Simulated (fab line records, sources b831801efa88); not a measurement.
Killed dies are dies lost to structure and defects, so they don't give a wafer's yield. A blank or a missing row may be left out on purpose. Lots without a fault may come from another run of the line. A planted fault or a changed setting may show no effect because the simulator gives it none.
Chamber matching | flow gf180mcu | GF_V1_CMP_04 on cmp-01: 4 sister chambers
The step polishes SiO2. 8 wafers are shown with their chamber, then 7 later ones without.

WAFERS WITH THEIR CHAMBER
wafer  | chamber | motor_current_A (A) | time_to_endpoint_s (s)
L890.1 | 0       | 11.5                | 78
L899.3 | 3       | 11.4                | 66
L899.6 | 3       | 10.7                | 69
L900.2 | 2       | 12.7                | 78
L900.4 | 0       | 10.7                | 79
L908.3 | 1       | 11.1                | 70
L908.5 | 1       | 11.5                | 71
L908.6 | 2       | 12.0                | 74

WAFERS WITHOUT THEIR CHAMBER
wafer  | motor_current_A (A) | time_to_endpoint_s (s)
L909.1 | 11.2                | 63
L911.1 | 12.8                | 72
L911.2 | 12.0                | 75
L911.6 | 11.6                | 72
L912.1 | 11.4                | 72
L912.2 | 11.0                | 68
L912.4 | 11.2                | 76

WHICH CHAMBER EACH WENT THROUGH
wafer  | from the rows above          | in truth
L909.1 | can't be placed: 3 or 1      | 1
L911.1 | can't be placed: 2 or 1      | 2
L911.2 | can't be placed: 2 or 0 or 1 | 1
L911.6 | can't be placed: 1 or 2 or 3 | 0
L912.1 | can't be placed: 1 or 3      | 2
L912.2 | can't be placed: 3 or 1      | 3
L912.4 | can't be placed: 0 or 2 or 1 | 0
Placed correctly: 0 of 7. Can't be placed from these rows: 7 (the true chamber is among the candidates in 5). Placed wrongly: 0.
How it was worked out, from the rows above alone: a wafer's distance from a chamber is the root of the sum, over the readings, of the square of ((its reading less the chamber's mean) divided by the reading's scatter). The wafer belongs to the nearest chamber; if the next one is less than 2 further off, it can't be placed. A chamber's mean is the mean of its shown wafers. The scatter: the root of (the sum of the squares of (reading less its chamber's mean) over the shown wafers, divided by (wafers less chambers)).
